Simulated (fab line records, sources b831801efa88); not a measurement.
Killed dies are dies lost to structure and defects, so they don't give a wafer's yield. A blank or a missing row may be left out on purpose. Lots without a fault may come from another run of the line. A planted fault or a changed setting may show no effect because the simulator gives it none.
Which tool did it? | flow sky130 | 12 lots, 36 wafers sampled, at 5 steps of a route of 708

WHAT THE GAUGES READ, wafer by wafer
SKY_GATE_OXIDE_THK_MEAS_02.
lot  | measured     | on            | GATE_OXIDE_OXIDATION_00_THK (nm)
L135 | day 12 14:04 | film_metro-04 | 10.04 9.99 10.21
L136 | day 12 20:44 | film_metro-01 | 10.35 10.15 10.23
L137 | day 13 06:54 | film_metro-04 | 10.57 10.71 10.58
L146 | day 16 14:31 | film_metro-04 | 10.23 10.33 10.35
L149 | day 17 11:51 | film_metro-01 | 10.61 10.73 10.73
L152 | day 18 19:16 | film_metro-04 | 10.38 10.30 10.26
L153 | day 19 00:22 | film_metro-01 | 10.28 10.10 10.18
L154 | day 19 09:37 | film_metro-01 | 10.50 10.48 10.57
L155 | day 19 17:28 | film_metro-01 | 10.22 10.45 10.58
L156 | day 20 10:42 | film_metro-01 | 10.17 10.44 10.37
L157 | day 20 10:43 | film_metro-04 | 9.98 10.08 10.21
L158 | day 20 23:59 | film_metro-04 | 10.35 10.26 10.18

SKY_POLY_GATE_OVL_MEAS_14.
lot  | measured     | on         | POLY_GATE_OVL (nm)
L135 | day 16 03:59 | overlay-02 | 14 8 9
L136 | day 16 11:01 | overlay-02 | 4 -1 0
L137 | day 17 06:08 | overlay-01 | 1 0 -6
L146 | day 20 15:44 | overlay-02 | 5 2 7
L149 | day 21 17:47 | overlay-02 | 2 0 8
L152 | day 22 18:41 | overlay-01 | 2 -1 5
L153 | day 23 00:19 | overlay-01 | 3 5 1
L154 | day 23 11:26 | overlay-01 | 2 -3 4
L155 | day 23 17:48 | overlay-01 | -4 -4 0
L156 | day 24 11:59 | overlay-01 | -1 -6 -7
L157 | day 24 14:05 | overlay-01 | 3 -4 -5
L158 | day 24 23:35 | overlay-01 | -6 -2 4

SKY_SD_N_CD_MEAS_07: target cd 380 nm.
lot  | measured     | on        | cd_nm (nm)
L135 | day 27 15:08 | cd_sem-02 | 378.3 378.4 379.4
L136 | day 27 23:59 | cd_sem-01 | 383.6 382.0 378.8
L137 | day 28 18:23 | cd_sem-02 | 376.0 374.1 374.4
L146 | day 31 20:46 | cd_sem-02 | 377.6 389.9 378.9
L149 | day 32 20:24 | cd_sem-01 | 396.9 391.0 380.1
L152 | day 33 15:41 | cd_sem-01 | 378.8 380.9 380.2
L153 | day 33 21:15 | cd_sem-01 | 379.2 378.9 380.8
L154 | day 34 06:19 | cd_sem-02 | 379.9 378.5 378.3
L155 | day 34 10:44 | cd_sem-02 | 377.4 379.1 376.7
L156 | day 35 05:25 | cd_sem-02 | 382.3 382.4 382.3
L157 | day 35 07:20 | cd_sem-02 | 383.0 382.2 382.4
L158 | day 35 13:06 | cd_sem-02 | 384.7 381.7 382.7

WHICH TOOL RAN EACH LOT (tool, then ch and the chambers of the sampled wafers, then the start)
lot  | SKY_SONOS_ONO_STRIP_17               | SKY_SD_N_DEVELOP_06
L135 | plasma_asher-03 ch 0,1, day 12 12:10 | litho_track-04 ch 0, day 27 14:59
L136 | plasma_asher-04 ch 1, day 12 19:07   | litho_track-01 ch 0, day 27 23:50
L137 | plasma_asher-04 ch 0,1, day 13 05:18 | litho_track-03 ch 0, day 28 18:15
L146 | plasma_asher-03 ch 0,1, day 16 11:04 | litho_track-03 ch 0, day 31 20:38
L149 | plasma_asher-01 ch 1, day 17 08:55   | litho_track-03 ch 0, day 32 20:15
L152 | plasma_asher-01 ch 0,1, day 18 09:57 | litho_track-01 ch 0, day 33 15:32
L153 | plasma_asher-03 ch 0,1, day 18 19:20 | litho_track-04 ch 0, day 33 21:07
L154 | plasma_asher-03 ch 0, day 19 07:00   | litho_track-01 ch 0, day 34 06:10
L155 | plasma_asher-03 ch 0, day 19 15:26   | litho_track-01 ch 0, day 34 10:35
L156 | plasma_asher-03 ch 0,1, day 20 08:43 | litho_track-04 ch 0, day 35 05:16
L157 | plasma_asher-01 ch 0,1, day 20 08:51 | litho_track-01 ch 0, day 35 07:11
L158 | plasma_asher-03 ch 0, day 20 22:19   | litho_track-03 ch 0, day 35 12:57
- SKY_SONOS_ONO_STRIP_17: strips in O2/N2.
- SKY_SD_N_DEVELOP_06: develop time 60 s.

WHAT THE TOOLS THEMSELVES READ (means of the sampled wafers that have a number; where no wafer has one, the mark that the record gives instead)
SKY_SONOS_ONO_STRIP_17.
lot  | tool            | drypump_motor_current_A (A) | oes_product_au (a.u.) | strip_time_to_endpoint_s (s)
L135 | plasma_asher-03 | 5.9                         | 0.711                 | 14.05
L136 | plasma_asher-04 | 5.0                         | 0.705                 | 14.13
L137 | plasma_asher-04 | 5.4                         | 0.709                 | 14.13
L146 | plasma_asher-03 | 5.9                         | 0.710                 | 14.19
L149 | plasma_asher-01 | 6.0                         | 0.714                 | 14.10
L152 | plasma_asher-01 | 5.8                         | 0.710                 | 14.10
L153 | plasma_asher-03 | 5.9                         | 0.704                 | 14.12
L154 | plasma_asher-03 | 6.1                         | 0.709                 | 14.13
L155 | plasma_asher-03 | 6.1                         | 0.712                 | 14.02
L156 | plasma_asher-03 | 5.6                         | 0.712                 | 14.09
L157 | plasma_asher-01 | 5.8                         | 0.710                 | 14.13
L158 | plasma_asher-03 | 6.1                         | 0.711                 | 14.06

SKY_SD_N_DEVELOP_06.
lot  | tool           | developer_temp_C (C) | exhaust_pa (Pa)
L135 | litho_track-04 | 23.03                | 46.0
L136 | litho_track-01 | 23.00                | 45.2
L137 | litho_track-03 | 22.97                | 44.6
L146 | litho_track-03 | 22.98                | 45.8
L149 | litho_track-03 | 23.12                | 44.5
L152 | litho_track-01 | 23.19                | 45.3
L153 | litho_track-04 | 22.95                | 44.2
L154 | litho_track-01 | 22.99                | 45.5
L155 | litho_track-01 | 23.05                | 45.8
L156 | litho_track-04 | 23.04                | 44.1
L157 | litho_track-01 | 22.99                | 44.2
L158 | litho_track-03 | 22.95                | 44.7

THE ANSWER, worked out from the rows above alone
Rule: what is usual is taken from the lots themselves. Put in order of their means at a reading, lots are off if they are a third of the lots or fewer, leave a main group of 4 or more, and stand apart from it by a gap of 3 or more times the standard deviation of the main group's means; of several such gaps the widest counts. A main group whose means are all the same, to the digits that the tables above print for the reading, isn't used. A lot without any number at a reading at which 4 lots or more have one is off too. The other lots that the step has rows for count as sound. The gauges are gone through in route order, then the tools' own readings, and for those a lot's mean is taken as printed above. The first step at which some lot is off is used, and at that step the reading that is off furthest; a lot without a number counts as furthest.
No lot is off at any reading shown: from this, nothing can be told.

WHAT THE SIMULATOR HAD PUT IN
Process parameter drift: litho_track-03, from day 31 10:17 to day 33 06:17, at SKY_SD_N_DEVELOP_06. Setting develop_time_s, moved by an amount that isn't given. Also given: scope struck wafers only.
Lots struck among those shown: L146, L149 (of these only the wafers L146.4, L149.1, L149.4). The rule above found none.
